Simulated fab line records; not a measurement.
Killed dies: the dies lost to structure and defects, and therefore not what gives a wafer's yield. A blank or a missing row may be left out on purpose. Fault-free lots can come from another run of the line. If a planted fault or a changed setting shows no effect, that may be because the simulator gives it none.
One fault through the eyes of 2 desks / flow sky130 / what lay behind the numbers comes last; until then each desk has only its own

METROLOGY DESK
Lot by lot, what the gauges showed, no matter which tool ran the lot: averages of those sampled wafers that carry a number. The brackets show how far a lot's mean lies from the usual mean; more than 4 standard deviations puts the lot out of limits, marked OUT.
Columns: A = METAL1_ALCU_RS at SKY_METAL1_RS_MEAS_05, usual 0.1265 ohm/sq; B = VIA1_HDPCVD_THK at SKY_VIA1_THK_MEAS_01, usual 1022 nm
lot=L267; first seen here=day 31 06:35; A=0.1264; B=1024
lot=L268; first seen here=day 31 08:08; A=0.1275; B=1035
lot=L269; first seen here=day 32 02:59; A=0.1270; B=1018
lot=L272; first seen here=day 33 14:09; A=0.1261; B=1030
lot=L273; first seen here=day 33 20:44; A=0.1269; B=1020
lot=L274; first seen here=day 34 01:28; A=0.1280; B=1013
lot=L276; first seen here=day 34 19:51; A=0.1260; B=1018
lot=L279; first seen here=day 36 07:46; A=0.1267; B=1033
lot=L281; first seen here=day 36 13:48; A=0.1270; B=1006
lot=L283; first seen here=day 36 20:17; A=0.1272; B=1029
lot=L285; first seen here=day 37 19:03; A=0.1256; B=1020
lot=L287; first seen here=day 38 01:30; A=0.1264; B=1032
lot=L289; first seen here=day 38 09:11; A=0.1275; B=1022
Finding of this desk: none of the 13 lots has anything out of limits.

THE TOOL OWNER'S DESK: implanter-01
SKY_LDD_N_IMPLANT_10, tool's own readings: per-lot mean of the sampled wafers with a number, covering each lot this tool ran. The brackets show how far a lot's mean lies from the usual mean; more than 4 standard deviations puts the lot out of limits, marked OUT.
Columns: A = beamEnergyKeV at SKY_LDD_N_IMPLANT_10, usual 20.000; B = rotationDeg at SKY_LDD_N_IMPLANT_10, usual 203.00 degrees
lot=L267; first seen here=day 17 08:09; A=19.994; B=202.99
lot=L269; first seen here=day 18 06:29; A=20.001; B=202.96
lot=L276; first seen here=day 21 09:31; A=19.994; B=203.02
lot=L279; first seen here=day 23 03:39; A=18.833 (-99 or more) OUT; B=203.03
lot=L281; first seen here=day 23 11:41; A=18.838 (-99 or more) OUT; B=203.00
This desk finds L279, L281 out of limits, L279 being first, at day 23 03:39 (beamEnergyKeV at SKY_LDD_N_IMPLANT_10). In limits: L267, L269, L276.

PUT TOGETHER
The tool owner's desk had the chance to raise an alarm at day 23 03:39 on L279, L281.
From the metrology desk's view, nothing was out of limits.
The metrology desk has L279, L281 on record, within its limits.
Every lot named ran SKY_LDD_N_IMPLANT_10 on implanter-01.

WHAT THE SIMULATOR HAD INSERTED
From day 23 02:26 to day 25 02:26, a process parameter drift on implanter-01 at SKY_LDD_N_IMPLANT_10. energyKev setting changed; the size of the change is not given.
Struck lots among those shown: L279, L281.
Each desk's first reading out of limits, in hours after the fault started: the tool owner's desk, 1.
